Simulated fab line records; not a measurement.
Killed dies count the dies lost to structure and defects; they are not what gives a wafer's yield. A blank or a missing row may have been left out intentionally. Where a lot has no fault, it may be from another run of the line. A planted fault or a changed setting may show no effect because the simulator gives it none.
Which of the tools did it? ; flow sky130 ; 42 wafers from 14 lots sampled at 2 of the route's 708 steps

## WHAT EACH GAUGE READ, for each wafer
SKY_LDD_LDN_TW_MEAS_13. Usual: LDD_LDN_TW typically reads 1472, with standard deviation 9.8.
lot;measured;on;LDD_LDN_TW;flag
L600;day 24 02:19;film metro-01;1485 1494 1494;
L601;day 24 12:38;film metro-04;1469 1472 1470;
L602;day 24 21:04;film metro-02;1516 1519 1524;OFF
L603;day 25 09:31;film metro-04;1511 1514 1516;OFF
L604;day 25 17:54;film metro-01;1484 1477 1474;
L605;day 26 02:16;film metro-04;1461 1458 1464;
L612;day 28 06:52;film metro-01;1488 1482 1482;
L613;day 28 12:53;film metro-02;1470 1464 1464;
L614;day 29 05:19;film metro-04;1464 1459 1461;
L615;day 29 07:55;film metro-04;1466 1454 1452;
L617;day 30 05:55;film metro-02;1476 1472 1473;
L618;day 30 10:26;film metro-02;1464 1468 1474;
L619;day 30 13:56;film metro-02;1467 1463 1462;
L620;day 30 23:16;film metro-01;1477 1475 1475;

## TOOL THAT RAN EACH LOT (tool first, then ch and the chambers of the sampled wafers, then the start)
lot;SKY_LDD_LDN_IMPLANT_10
L600;implanter-04 ch 0, day 24 01:55
L601;implanter-04 ch 0, day 24 12:16
L602;implanter-04 ch 0, day 24 20:40
L603;implanter-04 ch 0, day 25 09:08
L604;implanter-01 ch 0, day 25 17:32
L605;implanter-03 ch 0, day 26 01:53
L612;implanter-01 ch 0, day 28 06:29
L613;implanter-01 ch 0, day 28 12:31
L614;implanter-01 ch 0, day 29 04:55
L615;implanter-03 ch 0, day 29 07:32
L617;implanter-01 ch 0, day 30 05:31
L618;implanter-01 ch 0, day 30 10:05
L619;implanter-03 ch 0, day 30 13:34
L620;implanter-01 ch 0, day 30 22:52
- SKY_LDD_LDN_IMPLANT_10

## WHAT THE TOOLS THEMSELVES READ (means of the sampled wafers that have a number; where no wafer has one, the mark that the record gives instead)
SKY_LDD_LDN_IMPLANT_10. Usual: dose ions cm2 1.2502e+13, standard deviation 1.5e+10; faraday current uA 70.4, standard deviation 1.5.
lot;tool;dose ions cm2;faraday current uA;flag
L600;implanter-04;1.2500e+13;70.3;
L601;implanter-04;1.2506e+13;69.7;
L602;implanter-04;1.8451e+13;102.4;OFF
L603;implanter-04;1.8451e+13;105.1;OFF
L604;implanter-01;1.2501e+13;70.3;
L605;implanter-03;1.2513e+13;69.2;
L612;implanter-01;1.2503e+13;70.1;
L613;implanter-01;1.2516e+13;70.3;
L614;implanter-01;1.2515e+13;71.0;
L615;implanter-03;1.2493e+13;72.2;
L617;implanter-01;1.2516e+13;71.4;
L618;implanter-01;1.2503e+13;68.5;
L619;implanter-03;1.2483e+13;72.4;
L620;implanter-01;1.2494e+13;69.9;

## THE ANSWER, worked out from the rows above alone
Rule: a lot is off if the mean of its wafers that have a number lies more than 3 standard deviations from the usual mean. A lot without any number at a reading at which 4 lots or more have one is off too. Any other lot the step has rows for is counted as sound. First the gauges in route order, then the tools' own readings, where a lot's mean is used as printed above. At the first step where some lot is off, the reading lying furthest off is the one used; lots without a number count as furthest.
Off: L602, L603, seen at SKY_LDD_LDN_TW_MEAS_13 (LDD_LDN_TW).
If a tool, at a process step before that reading, ran all the lots that are off and no sound lot after the first of them, it fits. The gauges at SKY_LDD_LDN_TW_MEAS_13 aren't tried: what is off there is off at SKY_LDD_LDN_IMPLANT_10 too, on other tools, and a gauge's error can't cause that. One fits: SKY_LDD_LDN_IMPLANT_10 on implanter-04. Its last sound lot is L601 (day 24 12:16), its first lot that is off L602 (day 24 20:40): a fault that began between those two fits.
The tool's own readings at SKY_LDD_LDN_IMPLANT_10 bear it out: on the lots that are off they differ by more than 5 times the standard deviation of the sound lots' means. dose ions cm2 reads 1.8451e+13 there against 1.2504e+13 on the sound lots; faraday current uA reads 103.8 there against 70.4 on the sound lots.

## WHAT THE SIMULATOR PUT IN
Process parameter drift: implanter-04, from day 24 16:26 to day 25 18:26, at SKY_LDD_LDN_IMPLANT_10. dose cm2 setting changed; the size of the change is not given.
Struck lots among those shown: L602, L603. The rule above reached the same finding.
